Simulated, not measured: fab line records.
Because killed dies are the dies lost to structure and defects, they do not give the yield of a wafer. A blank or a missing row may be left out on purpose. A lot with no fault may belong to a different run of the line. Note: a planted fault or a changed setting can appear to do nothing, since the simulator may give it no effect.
fab line records | flow sky130
record lots=7 | wafers=21 | last-day=50
route steps=708 shown LI_CONTACT@371 PAD_OPEN@708
lots that met no fault: from a run of the same line without faults
start-h: start of the lot's first displayed wafer, in hours after the record's first day | wait-h: hours since the lot's step before | " as in the row above | L1.1+2: several wafers, shown together as one row | - value missing, or start not given | * or withheld: withheld | < > ~ a bound
route shown NAME@n: a module of which the file shows steps, and the number in the route of the first | usual: mean/standard deviation of fault-free wafers | same: alike in all rows | chamber/n: place in a boat | sites: the reading at each site | _std_site: the values' standard deviation | _edge_site: inner sites' mean taken away from outer sites' mean | radius-mm: how far each site lies from the wafer's centre | mask NAME#n: copy n | behind: the last tool/chamber to shape the wafer | hold: what put the lot on hold/how long, in hours/how the hold closed | device: the n, p or np transistor that did not switch | end of line: the tests these same wafers got at the end of their route | where a step has no rows: the recipe by itself | killed: dies lost to structure and defects at the first sort, not the wafer's yield | map: per-die view of a wafer (x killed, . not killed, _ where there is no die)
set.NAME: the run value of the setting; set.NAME@STEP: its run value at that earlier step | model.NAME: the simulator's own value behind a step, which no gauge read
a table for each step, a row for each wafer; lots at some steps of the route
services: from which hour (start-h, from the record's first day; less than 0 if before it) a tool's chamber was out of use, for how many hours, and why
## steps
# step SKY_LI_CONTACT_EXPOSE_09
# recipe mask-id=LICM1 | na=0.8 | source-shape=annular | sigma-inner=0.55 | sigma-outer=0.85 | target-cd-nm=170 | dose-mj=38
# step SKY_LI_CONTACT_PEB_10
# recipe peb-temp-c=withheld | peb-time-s=withheld | resist=KrF-thick
# step SKY_LI_CONTACT_DEVELOP_11
# recipe develop-time-s=60 | resist=KrF-thick | dev-temp-c=21
# step SKY_LI_CONTACT_CD_MEAS_12
# recipe target-cd-nm=170
# usual cd-nm=169.8/1.3
lot.wafer | tool      | chamber | start-h | wait-h | cd-nm
L807.1    | cd-sem-02 | -       | 727.03  | -      | 170.9
L807.2    | "         | -       | "       | "      | 169.6
L807.4    | "         | -       | "       | "      | 169.4
L811.1    | cd-sem-01 | -       | 750.68  | -      | 170.6
L811.4    | "         | -       | "       | "      | 171.2
L811.6    | "         | -       | "       | "      | 169.8
L818.1    | cd-sem-02 | -       | 805.67  | -      | 171.8
L818.2    | "         | -       | "       | "      | 173.0
L818.4    | "         | -       | "       | "      | 171.6
L819.2    | cd-sem-02 | -       | 818.60  | -      | 168.8
L819.3    | "         | -       | "       | "      | 168.9
L819.6    | "         | -       | "       | "      | 168.1
L820.1    | cd-sem-01 | -       | 825.47  | -      | 169.0
L820.2    | "         | -       | "       | "      | 167.3
L820.6    | "         | -       | "       | "      | 169.2
L823.2    | cd-sem-02 | -       | 842.93  | -      | 167.9
L823.3    | "         | -       | "       | "      | 168.0
L823.5    | "         | -       | "       | "      | 168.7
L824.2    | cd-sem-02 | -       | 851.40  | -      | 168.7
L824.4    | "         | -       | "       | "      | 167.6
L824.5    | "         | -       | "       | "      | 168.4
# step SKY_LI_CONTACT_OVL_MEAS_13
# usual LI_CONTACT_OVL=0/5.8
lot.wafer | tool       | chamber | start-h | wait-h | LI_CONTACT_OVL[nm]
L807.1    | overlay-02 | -       | 727.15  | 0.1    | -9
L807.2    | "          | -       | "       | "      | -9
L807.4    | "          | -       | "       | "      | -7
L811.1    | overlay-01 | -       | 750.80  | 0.1    | 9
L811.4    | "          | -       | "       | "      | 7
L811.6    | "          | -       | "       | "      | 1
L818.1    | overlay-02 | -       | 805.79  | 0.1    | -4
L818.2    | "          | -       | "       | "      | -5
L818.4    | "          | -       | "       | "      | -5
L819.2    | overlay-02 | -       | 818.70  | 0.1    | -3
L819.3    | "          | -       | "       | "      | -1
L819.6    | "          | -       | "       | "      | -3
L820.1    | overlay-02 | -       | 825.59  | 0.1    | -2
L820.2    | "          | -       | "       | "      | -5
L820.6    | "          | -       | "       | "      | -4
L823.2    | overlay-01 | -       | 843.03  | 0.1    | -1
L823.3    | "          | -       | "       | "      | 0
L823.5    | "          | -       | "       | "      | 5
L824.2    | overlay-02 | -       | 851.50  | 0.1    | 6
L824.4    | "          | -       | "       | "      | 2
L824.5    | "          | -       | "       | "      | 5
# step SKY_LI_CONTACT_ETCH_14
# recipe chemistry=N2/H2 | target=BARC | ion-energy-ev=200 | source-w=500 | bias-w=100 | pressure-mtorr=30 | n2-flow-sccm=100 | h2-flow-sccm=200 | stop-on=SiO2 | time-s=45.9 | target-depth-a=600
# usual drypump-motor-current-A=5.4/0.53 | oes-product-au=0.855/0.0048 | throttle-valve-pct=13.224/0.0085
lot.wafer | tool        | chamber | start-h | wait-h | drypump-motor-current-A | oes-product-au | rf-hours-counter-h | throttle-valve-pct
L807.1    | rie-diel-04 | 0       | 727.18  | 0.0    | 5.9                     | 0.851          | 8                  | 13.225
L807.2    | "           | 2       | "       | "      | 5.4                     | 0.848          | 16                 | 13.227
L807.4    | "           | 1       | "       | "      | 6.3                     | 0.854          | 6                  | 13.235
L811.1    | rie-diel-03 | 2       | 750.83  | 0.0    | 4.8                     | 0.845          | 23                 | 13.229
L811.4    | "           | 0       | "       | "      | 5.2                     | 0.855          | 1                  | 13.207
L811.6    | "           | 3       | "       | "      | 4.7                     | 0.856          | -                  | 13.203
L818.1    | rie-diel-04 | 2       | 805.83  | 0.0    | 5.4                     | 0.848          | 18                 | 13.225
L818.2    | "           | 3       | "       | "      | 5.8                     | 0.855          | 32                 | 13.216
L818.4    | "           | 0       | "       | "      | 6.0                     | 0.858          | 11                 | 13.198
L819.2    | rie-diel-01 | 0       | 818.73  | 0.0    | 5.1                     | 0.851          | 9                  | 13.235
L819.3    | "           | 1       | "       | "      | 5.6                     | 0.854          | 0                  | 13.222
L819.6    | "           | 0       | "       | "      | 5.1                     | 0.862          | -                  | 13.225
L820.1    | rie-diel-01 | 1       | 825.63  | 0.0    | 5.6                     | 0.845          | 1                  | 13.221
L820.2    | "           | 2       | "       | "      | 5.9                     | 0.849          | 0                  | 13.214
L820.6    | "           | 0       | "       | "      | 5.1                     | 0.861          | -                  | 13.231
L823.2    | rie-diel-01 | 0       | 843.06  | 0.0    | 5.1                     | 0.853          | 10                 | 13.229
L823.3    | "           | 1       | "       | "      | 5.6                     | 0.860          | 1                  | 13.213
L823.5    | "           | 0       | "       | "      | 5.1                     | 0.861          | -                  | 13.230
L824.2    | rie-diel-04 | 2       | 851.53  | 0.0    | 5.4                     | 0.857          | 19                 | 13.236
L824.4    | "           | 2       | "       | "      | 5.4                     | 0.851          | -                  | 13.213
L824.5    | "           | 0       | "       | "      | 6.0                     | 0.853          | -                  | 13.227
# step SKY_LI_CONTACT_ETCH_15
# recipe target=PSG | chemistry=C4F8/O2/Ar | stop-on=Si | taper-deg=4.15 | mask-material=KrF-thick | source-w=1500 | bias-w=1200 | pressure-mtorr=40 | c4f8-flow-sccm=withheld | O2_flow_sccm=6 | Ar_flow_sccm=300 | time-s=withheld | target-depth-a=6000
# usual oes-product-au=0.837/0.0048
lot.wafer | tool        | chamber | start-h | wait-h | oes-product-au
L807.1    | rie-diel-04 | 0       | 727.22  | 0.0    | 0.835
L807.2    | "           | 2       | "       | "      | 0.841
L807.4    | "           | 1       | "       | "      | 0.843
L811.1    | rie-diel-03 | 2       | 750.87  | 0.0    | 0.844
L811.4    | "           | 0       | "       | "      | 0.834
L811.6    | "           | 3       | "       | "      | 0.838
L818.1    | rie-diel-04 | 2       | 805.87  | 0.0    | 0.839
L818.2    | "           | 3       | "       | "      | 0.842
L818.4    | "           | 0       | "       | "      | 0.841
L819.2    | rie-diel-01 | 0       | 818.77  | 0.0    | 0.841
L819.3    | "           | 1       | "       | "      | 0.838
L819.6    | "           | 0       | "       | "      | 0.830
L820.1    | rie-diel-01 | 1       | 825.67  | 0.0    | 0.830
L820.2    | "           | 2       | "       | "      | 0.843
L820.6    | "           | 0       | "       | "      | 0.834
L823.2    | rie-diel-01 | 0       | 843.11  | 0.0    | 0.829
L823.3    | "           | 1       | "       | "      | 0.847
L823.5    | "           | 0       | "       | "      | 0.841
L824.2    | rie-diel-04 | 2       | 851.57  | 0.0    | 0.837
L824.4    | "           | 2       | "       | "      | 0.836
L824.5    | "           | 0       | "       | "      | 0.831
# step SKY_LI_CONTACT_STRIP_16
# recipe chemistry=O2/N2 | power-w=1400 | pressure-mtorr=1500 | platen-temp-c=withheld | o2-flow-sccm=3000 | n2-flow-sccm=300 | overash-fraction=0.5
# usual drypump-motor-current-A=5.92/0.28 | oes-product-au=0.375/0.0055 | strip-time-to-endpoint-s=3.48/0.05
lot.wafer | tool            | chamber | start-h | wait-h | drypump-motor-current-A | oes-product-au | rf-hours-counter-h | strip-time-to-endpoint-s
L807.1    | plasma-asher-04 | 1       | 727.31  | -      | 5.65                    | 0.372          | 62                 | 3.41
L807.2    | "               | 0       | "       | "      | 6.05                    | 0.378          | 62                 | 3.51
L807.4    | "               | 1       | "       | "      | 5.65                    | 0.371          | -                  | 3.40
L811.1    | plasma-asher-03 | 0       | 750.96  | -      | 6.15                    | 0.377          | 31                 | 3.50
L811.4    | "               | 1       | "       | "      | 5.54                    | 0.382          | -                  | 3.52
L811.6    | "               | 0       | "       | "      | 6.17                    | 0.376          | -                  | 3.44
L818.1    | plasma-asher-04 | 0       | 805.95  | -      | 6.09                    | 0.376          | 71                 | 3.51
L818.2    | "               | 1       | "       | "      | 5.66                    | 0.385          | 71                 | 3.52
L818.4    | "               | 0       | "       | "      | 6.07                    | 0.377          | -                  | 3.43
L819.2    | plasma-asher-03 | 1       | 818.86  | -      | 5.48                    | 0.379          | 39                 | 3.55
L819.3    | "               | 1       | "       | "      | 5.50                    | 0.372          | -                  | 3.51
L819.6    | "               | 1       | "       | "      | 5.50                    | 0.384          | -                  | 3.52
L820.1    | plasma-asher-04 | 0       | 825.75  | -      | 6.08                    | 0.375          | 73                 | 3.48
L820.2    | "               | 1       | "       | "      | 5.63                    | 0.385          | 73                 | 3.58
L820.6    | "               | 0       | "       | "      | 6.08                    | 0.376          | -                  | 3.55
L823.2    | plasma-asher-01 | 1       | 843.19  | -      | 6.23                    | 0.376          | 95                 | 3.55
L823.3    | "               | 1       | "       | "      | 6.24                    | 0.373          | -                  | 3.47
L823.5    | "               | 1       | "       | "      | 6.21                    | 0.391          | -                  | 3.54
L824.2    | plasma-asher-01 | 1       | 851.66  | -      | 6.24                    | 0.371          | 95                 | 3.54
L824.4    | "               | 0       | "       | "      | 6.11                    | 0.374          | -                  | 3.51
L824.5    | "               | 0       | "       | "      | 6.10                    | 0.368          | -                  | 3.46
# step SKY_LI_CONTACT_CLEAN_17
# recipe chemistry=NMP | time-s=600 | temp-c=60 | dry=n2-spin
# step SKY_LI_CONTACT_PRE_CLEAN_18
# recipe gas=Ar | time-s=5.6 | bias-v=358
# step SKY_LI_CONTACT_SPUTTER_19
# recipe material=Ti | target-thk-nm=20 | chamber-pressure-pa=5 | power-w=2500 | substrate-temp-c=200 | time-s=106.37
# usual throttle-valve-pct=30.2/0.75
lot.wafer | tool           | chamber | start-h | wait-h | throttle-valve-pct
L807.1    | pvd-sputter-03 | -       | 727.60  | 0.0    | 29.6
L807.2    | "              | -       | "       | "      | 30.1
L807.4    | "              | -       | "       | "      | 29.6
L811.1    | pvd-sputter-04 | -       | 751.27  | 0.0    | 30.8
L811.4    | "              | -       | "       | "      | 29.9
L811.6    | "              | -       | "       | "      | 31.0
L818.1    | pvd-sputter-04 | -       | 806.25  | 0.0    | 31.2
L818.2    | "              | -       | "       | "      | 30.8
L818.4    | "              | -       | "       | "      | 30.0
L819.2    | pvd-sputter-04 | -       | 819.16  | 0.0    | 30.3
L819.3    | "              | -       | "       | "      | 31.0
L819.6    | "              | -       | "       | "      | 29.8
L820.1    | pvd-sputter-04 | -       | 826.05  | 0.0    | 31.2
L820.2    | "              | -       | "       | "      | 30.1
L820.6    | "              | -       | "       | "      | 31.0
L823.2    | pvd-sputter-03 | -       | 843.50  | 0.0    | 30.0
L823.3    | "              | -       | "       | "      | 29.5
L823.5    | "              | -       | "       | "      | 30.1
L824.2    | pvd-sputter-04 | -       | 851.96  | 0.0    | 30.0
L824.4    | "              | -       | "       | "      | 31.0
L824.5    | "              | -       | "       | "      | 30.8
# step SKY_LI_CONTACT_SPUTTER_20
# recipe material=TiN | target-thk-nm=20 | chamber-pressure-pa=5 | power-w=4000 | time-s=80
# step SKY_LI_CONTACT_CVD_21
# recipe material=W | target-thk-nm=400 | time-s=120.56 | temp-c=400 | pressure-torr=40
# usual chamber-pressure-Torr=40.00/0.093 | heater-power-w=878/120
lot.wafer | tool     | chamber | start-h | wait-h | chamber-pressure-Torr | heater-power-w | model.W_of_LI_CONTACT_CVD_21.thk-nm
L807.1    | cvd-w-02 | 1       | 727.74  | 0.0    | 40.22                 | 787            | 395.9
L807.2    | "        | 0       | "       | "      | 40.03                 | 958            | 395.6
L807.4    | "        | 1       | "       | "      | 40.04                 | 788            | 403.9
L811.1    | cvd-w-01 | 1       | 751.41  | 0.0    | 39.85                 | 1053           | 420.3
L811.4    | "        | 1       | "       | "      | 39.94                 | 1025           | 423.3
L811.6    | "        | 1       | "       | "      | 39.86                 | 1028           | 420.4
L818.1    | cvd-w-02 | 0       | 806.39  | 0.0    | 36.15                 | 938            | 376.9
L818.2    | "        | 1       | "       | "      | 36.06                 | 764            | 385
L818.4    | "        | 1       | "       | "      | 35.98                 | 800            | 385.3
L819.2    | cvd-w-02 | 0       | 819.29  | 0.0    | 36.00                 | 934            | 371.4
L819.3    | "        | 0       | "       | "      | 35.94                 | 941            | 375.4
L819.6    | "        | 0       | "       | "      | 36.17                 | 956            | 373.3
L820.1    | cvd-w-01 | 1       | 826.19  | 0.0    | 40.07                 | 1016           | 415.3
L820.2    | "        | 0       | "       | "      | 39.97                 | 740            | 406.1
L820.6    | "        | 0       | "       | "      | 40.00                 | 750            | 403
L823.2    | cvd-w-02 | 0       | 843.64  | 0.0    | 36.18                 | 938            | 379.4
L823.3    | "        | 0       | "       | "      | 36.07                 | 930            | 376.7
L823.5    | "        | 1       | "       | "      | 36.19                 | 792            | 389
L824.2    | cvd-w-01 | 1       | 852.09  | 0.0    | 39.92                 | 1046           | 417.3
L824.4    | "        | 1       | "       | "      | 40.02                 | 1052           | 425
L824.5    | "        | 1       | "       | "      | 39.79                 | 1023           | 416.3
# step SKY_LI_CONTACT_RS_MEAS_22
# recipe thk-meas-gauge=four-point-probe | reads=W_of_LI_CONTACT_CVD_21+TiN_of_LI_CONTACT_SPUTTER_20+Ti_of_LI_CONTACT_SPUTTER_19
# usual LI_CONTACT_W_RS=0.279/0.0056
lot.wafer | tool          | chamber | start-h | wait-h | hold                     | LI_CONTACT_W_RS[ohm/sq]
L807.1    | film-metro-02 | -       | 727.87  | 0.1    | -                        | 0.288
L807.2    | "             | -       | "       | "      | -                        | 0.288
L807.4    | "             | -       | "       | "      | -                        | 0.282
L811.1    | film-metro-04 | -       | 751.53  | 0.1    | -                        | 0.271
L811.4    | "             | -       | "       | "      | -                        | 0.269
L811.6    | "             | -       | "       | "      | -                        | 0.271
L818.1    | film-metro-03 | -       | 806.51  | 0.1    | await-dispo/0.2h/release | 0.302
L818.2    | "             | -       | "       | "      | await-dispo/0.2h/release | 0.296
L818.4    | "             | -       | "       | "      | await-dispo/0.2h/release | 0.296
L818.1    | film-metro-03 | -       | 806.80  | 0.3    | -                        | 0.302
L818.2    | "             | -       | "       | "      | -                        | 0.296
L818.4    | "             | -       | "       | "      | -                        | 0.296
L819.2    | film-metro-04 | -       | 819.44  | 0.1    | await-dispo/0.2h/release | 0.307
L819.3    | "             | -       | "       | "      | await-dispo/0.2h/release | 0.303
L819.6    | "             | -       | "       | "      | await-dispo/0.2h/release | 0.305
L819.2    | film-metro-04 | -       | 819.72  | 0.3    | -                        | 0.306
L819.3    | "             | -       | "       | "      | -                        | 0.303
L819.6    | "             | -       | "       | "      | -                        | 0.305
L820.1    | film-metro-02 | -       | 826.31  | 0.1    | -                        | 0.274
L820.2    | "             | -       | "       | "      | -                        | 0.280
L820.6    | "             | -       | "       | "      | -                        | 0.282
L823.2    | film-metro-04 | -       | 843.79  | 0.1    | await-dispo/0.2h/release | 0.300
L823.3    | "             | -       | "       | "      | await-dispo/0.2h/release | 0.302
L823.5    | "             | -       | "       | "      | await-dispo/0.2h/release | 0.292
L823.2    | film-metro-04 | -       | 844.07  | 0.3    | -                        | 0.300
L823.3    | "             | -       | "       | "      | -                        | 0.303
L823.5    | "             | -       | "       | "      | -                        | 0.293
L824.2    | film-metro-03 | -       | 852.24  | 0.1    | -                        | 0.273
L824.4    | "             | -       | "       | "      | -                        | 0.268
L824.5    | "             | -       | "       | "      | -                        | 0.273
# step SKY_LI_CONTACT_THK_MEAS_23
# recipe thk-meas-gauge=xrf | reads=W_of_LI_CONTACT_CVD_21
# usual LI_CONTACT_W_THK=420/8.7
lot.wafer | tool          | chamber | start-h | wait-h | hold                     | LI_CONTACT_W_THK[nm]
L807.1    | film-metro-02 | -       | 727.99  | 0.1    | -                        | 412
L807.2    | "             | -       | "       | "      | -                        | 411
L807.4    | "             | -       | "       | "      | -                        | 420
L811.1    | film-metro-04 | -       | 751.65  | 0.1    | -                        | 431
L811.4    | "             | -       | "       | "      | -                        | 431
L811.6    | "             | -       | "       | "      | -                        | 431
L818.1    | film-metro-03 | -       | 808.16  | 1.3    | await-dispo/0.2h/release | 388
L818.2    | "             | -       | "       | "      | await-dispo/0.2h/release | 392
L818.4    | "             | -       | "       | "      | await-dispo/0.2h/release | 394
L818.1    | film-metro-03 | -       | 808.42  | 0.3    | -                        | 384
L818.2    | "             | -       | "       | "      | -                        | 391
L818.4    | "             | -       | "       | "      | -                        | 389
L819.2    | film-metro-04 | -       | 821.79  | 2.0    | await-dispo/0.2h/release | 375
L819.3    | "             | -       | "       | "      | await-dispo/0.2h/release | 382
L819.6    | "             | -       | "       | "      | await-dispo/0.2h/release | 379
L819.2    | film-metro-04 | -       | 822.13  | 0.3    | -                        | 378
L819.3    | "             | -       | "       | "      | -                        | 382
L819.6    | "             | -       | "       | "      | -                        | 379
L820.1    | film-metro-02 | -       | 826.43  | 0.1    | -                        | 420
L820.2    | "             | -       | "       | "      | -                        | 410
L820.6    | "             | -       | "       | "      | -                        | 407
L823.2    | film-metro-04 | -       | 846.16  | 2.1    | await-dispo/0.2h/release | 388
L823.3    | "             | -       | "       | "      | await-dispo/0.2h/release | 384
L823.5    | "             | -       | "       | "      | await-dispo/0.2h/release | 398
L823.2    | film-metro-04 | -       | 846.38  | 0.2    | -                        | 386
L823.3    | "             | -       | "       | "      | -                        | 385
L823.5    | "             | -       | "       | "      | -                        | 399
L824.2    | film-metro-03 | -       | 852.35  | 0.1    | -                        | 431
L824.4    | "             | -       | "       | "      | -                        | 439
L824.5    | "             | -       | "       | "      | -                        | 428
# step SKY_LI_CONTACT_CMP_24
# recipe stop-on=PSG | t-overpolish-s=20 | down-force-psi=3.5 | platen-rpm=60 | target-thk-nm=0 | pad-velocity-m-s=0.94248
# usual edge-zone-pressure-frac=0.999/0.005 | motor-current-A=11.2/0.9
lot.wafer | tool   | chamber | start-h | wait-h | hold                     | edge-zone-pressure-frac | motor-current-A
L807.2    | cmp-02 | 1       | 728.05  | 0.0    | -                        | 0.992                   | 9.1
L807.1    | "      | 3       | "       | "      | -                        | 0.992                   | 11.2
L807.4    | "      | 0       | "       | "      | -                        | 1.001                   | 11.2
L811.1    | cmp-01 | 3       | 751.71  | 0.1    | -                        | 1.005                   | 11.9
L811.4    | "      | 2       | "       | "      | -                        | 1.008                   | 11.5
L811.6    | "      | 0       | "       | "      | -                        | 1.001                   | 10.2
L818.1    | cmp-01 | 2       | 814.95  | 6.5    | await-dispo/5.9h/release | 1.002                   | 12.6
L818.4    | "      | 3       | "       | "      | await-dispo/5.9h/release | 0.995                   | 11.7
L818.2    | "      | 1       | "       | "      | await-dispo/5.9h/release | 0.992                   | 11.6
L819.2    | cmp-02 | 1       | 823.13  | 1.0    | await-dispo/1.0h/release | 0.994                   | 9.3
L819.3    | "      | 2       | "       | "      | await-dispo/1.0h/release | 1.003                   | 13.2
L819.6    | "      | 1       | "       | "      | await-dispo/1.0h/release | 0.994                   | 9.1
L820.1    | cmp-01 | 0       | 826.54  | 0.1    | -                        | 0.998                   | 11.1
L820.2    | "      | 2       | "       | "      | -                        | 1.003                   | 12.2
L820.6    | "      | 0       | "       | "      | -                        | 0.997                   | 10.8
L823.2    | cmp-01 | 3       | 850.62  | 4.2    | await-dispo/4.1h/release | 0.999                   | 11.3
L823.3    | "      | 0       | "       | "      | await-dispo/4.1h/release | 1.001                   | 10.8
L823.5    | "      | 2       | "       | "      | await-dispo/4.1h/release | 1.005                   | 12.0
L824.4    | cmp-02 | 0       | 852.45  | 0.1    | -                        | 0.993                   | 11.3
L824.2    | "      | 2       | "       | "      | -                        | 0.986                   | 12.5
L824.5    | "      | 0       | "       | "      | -                        | 1.002                   | 11.5
# step SKY_PAD_OPEN_PROBE_99
# usual killed_at_M0_to_M3=42/6.1 | killed_at_M4_up=3.1/1.7 | killed-at-contacts=24/5.5 | killed-at-front-end=16/4.1 | killed-at-other=0.3/0.57 | killed-dies=86/8.2 | killed-open=47/6.8 | killed-short=38/5.8
# same gross-dies=492 | killed-at-back-side=0
lot.wafer | tool      | chamber | start-h | wait-h | killed_at_M0_to_M3 | killed_at_M4_up | killed-at-contacts | killed-at-front-end | killed-at-other | killed-dies | killed-open | killed-short
L811.1    | prober-02 | -       | 1129.69 | 0.1    | 46                 | 5               | 15                 | 18                  | 0               | 84          | 51          | 33
L811.4    | prober-02 | -       | 1129.84 | 0.2    | 60                 | 2               | 21                 | 16                  | 0               | 99          | 61          | 38
L811.6    | prober-02 | -       | 1129.94 | 0.2    | 42                 | 3               | 16                 | 20                  | 1               | 82          | 36          | 46
L818.1    | prober-01 | -       | 1168.19 | 0.1    | 36                 | 3               | 28                 | 8                   | 0               | 75          | 39          | 36
L819.2    | prober-02 | -       | 1176.54 | 0.1    | 44                 | 1               | 28                 | 13                  | 0               | 86          | 48          | 38
L819.3    | prober-02 | -       | 1176.59 | 0.2    | 49                 | 5               | 26                 | 13                  | 0               | 93          | 43          | 49
L819.6    | prober-02 | -       | 1176.74 | 0.2    | 40                 | 2               | 16                 | 20                  | 0               | 78          | 40          | 38
L824.2    | prober-01 | -       | 1196.86 | 0.1    | 40                 | 3               | 21                 | 11                  | 0               | 75          | 39          | 36
L824.4    | prober-01 | -       | 1196.96 | 0.2    | 36                 | 1               | 24                 | 12                  | 2               | 75          | 49          | 25
L824.5    | prober-01 | -       | 1197.01 | 0.2    | 40                 | 5               | 19                 | 21                  | 0               | 85          | 50          | 34
# killed by level:class
L811.1 VIA2:geometric-particle:open=10 VIA1:geometric-particle:open=7 VIA3:geometric-particle:open=6 VIA1:geometric-particle:short=6 POLY_GATE:geometric-particle:open=5 LI_CONTACT:geometric-particle:open=5 METAL1:geometric-particle:short=4 CONTACT:geometric-particle:open=4
L811.4 VIA3:geometric-particle:open=13 VIA1:geometric-particle:open=12 VIA2:geometric-particle:open=9 LI_CONTACT:geometric-particle:open=8 METAL2:geometric-particle:short=7 METAL1:geometric-particle:short=5 VIA2:geometric-particle:short=5 POLY_GATE:geometric-particle:open=4
L811.6 VIA1:geometric-particle:open=10 SPACER:geometric-particle:short=7 CONTACT:geometric-particle:short=6 LI_CONTACT:geometric-particle:open=5 VIA1:geometric-particle:short=5 VIA2:geometric-particle:open=5 METAL2:geometric-particle:short=5 VIA3:geometric-particle:open=5
L818.1 CONTACT:geometric-particle:open=10 VIA1:geometric-particle:open=9 CONTACT:geometric-particle:short=7 VIA1:geometric-particle:short=6 LOCAL_INTERCONNECT:geometric-particle:short=5 FIELD_ISO:geometric-particle:open=4 LI_CONTACT:geometric-particle:short=4 METAL2:geometric-particle:short=4
L819.2 VIA2:geometric-particle:open=12 LI_CONTACT:geometric-particle:open=10 VIA1:geometric-particle:open=10 LI_CONTACT:geometric-particle:short=6 CONTACT:geometric-particle:short=6 VIA1:geometric-particle:short=5 VIA3:geometric-particle:open=5 FIELD_ISO:geometric-particle:short=4
L819.3 VIA1:geometric-particle:open=9 METAL1:geometric-particle:short=8 CONTACT:geometric-particle:short=8 VIA2:geometric-particle:open=8 VIA3:geometric-particle:open=7 LI_CONTACT:geometric-particle:open=6 CONTACT:geometric-particle:open=6 FIELD_ISO:geometric-particle:short=4
L819.6 CONTACT:geometric-particle:open=8 METAL2:geometric-particle:short=6 VIA3:geometric-particle:open=5 VIA2:geometric-particle:open=5 FIELD_ISO:geometric-particle:short=4 VIA1:geometric-particle:open=4 POLY_GATE:geometric-particle:open=4 LI_CONTACT:geometric-particle:open=4
L824.2 VIA1:geometric-particle:open=11 CONTACT:geometric-particle:open=7 METAL2:geometric-particle:short=6 LI_CONTACT:geometric-particle:open=5 VIA3:geometric-particle:short=5 POLY_GATE:geometric-particle:short=4 LI_CONTACT:geometric-particle:short=4 LOCAL_INTERCONNECT:geometric-particle:short=3
L824.4 CONTACT:geometric-particle:open=14 VIA2:geometric-particle:open=11 VIA1:geometric-particle:open=9 FIELD_ISO:geometric-particle:open=5 LI_CONTACT:geometric-particle:short=5 VIA3:geometric-particle:open=4 CONTACT:geometric-particle:short=3 METAL2:geometric-particle:short=3
L824.5 VIA1:geometric-particle:open=10 POLY_GATE:geometric-particle:open=9 VIA2:geometric-particle:open=8 VIA3:geometric-particle:open=6 LI_CONTACT:geometric-particle:open=6 POLY_GATE:geometric-particle:short=4 LI_CONTACT:geometric-particle:short=4 CONTACT:geometric-particle:short=4
## services
tool            | chamber | start-h | hours | kind
cmp-01          | -       | 704.61  | 3.4   | pm
plasma-asher-01 | -       | 714.01  | 3.3   | repair
plasma-asher-01 | -       | 720.72  | 15.6  | pm
cmp-02          | -       | 736.67  | 6.9   | pm
rie-diel-03     | 2       | 740.72  | 3.3   | repair
cmp-02          | -       | 744.06  | 4.0   | pm
cmp-02          | -       | 749.93  | 3.9   | repair
pvd-sputter-04  | -       | 753.22  | 3.7   | repair
rie-diel-01     | 2       | 753.47  | 30.5  | repair
rie-diel-03     | 2       | 755.14  | 17.2  | repair
pvd-sputter-03  | -       | 771.79  | 1.0   | repair
rie-diel-03     | 1       | 781.05  | 2.6   | repair
rie-diel-01     | 1       | 783.96  | -     | clean
rie-diel-01     | 1       | 783.96  | 15.3  | scheduled-down
rie-diel-01     | 1       | 783.96  | 15.3  | vent-cycle
rie-diel-01     | 2       | 786.53  | 10.6  | repair
plasma-asher-01 | -       | 787.19  | 28.1  | pm
rie-diel-01     | 2       | 801.60  | -     | clean
cmp-01          | -       | 822.69  | 1.9   | repair
plasma-asher-01 | -       | 833.94  | 0.9   | repair
rie-diel-01     | 3       | 834.81  | 4.8   | repair
cvd-w-01        | -       | 845.21  | 0.7   | repair
plasma-asher-01 | -       | 847.46  | 3.7   | repair
plasma-asher-04 | -       | 848.80  | 3.8   | repair
## key
first-sign step=SKY_LI_CONTACT_CVD_21 | reading=chamber-pressure-Torr | direction=down | sigmas=42 | usual=40.00 | struck=36.08
effect step=SKY_LI_CONTACT_RS_MEAS_22 | reading=visit | direction=added
effect step=SKY_LI_CONTACT_THK_MEAS_23 | reading=visit | direction=added
effect step=SKY_LI_CONTACT_CMP_24 | reading=hold | direction=added
model-effect step=SKY_LI_CONTACT_CVD_21 | value=W_of_LI_CONTACT_CVD_21.thk-nm | without=399.3 | struck=379.2
met-at SKY_LI_CONTACT_CVD_21
struck-wafers L818.1,L818.2,L818.4,L819.2,L819.3,L819.6,L823.2,L823.3,L823.5
tester-left-out L818,L819,L823
onset-between 727.74 806.39
fault kind=process-parameter-drift | tool=cvd-w-02 | chamber=- | onset-h=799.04 | steps=SKY_LI_CONTACT_CVD_21 | channel=pressure-torr | offset=-3.9176 | shape=step | end-h=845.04 | acts-in=these-recipes-only | stated=40
# tester-left-out: of these lots the tester's yield and bins aren't shown, on N5 and GAA mostly nor the transistor test; their killed dies are dies lost to structure and defects alone, not to doping, threshold or leakage, so they don't give the yield
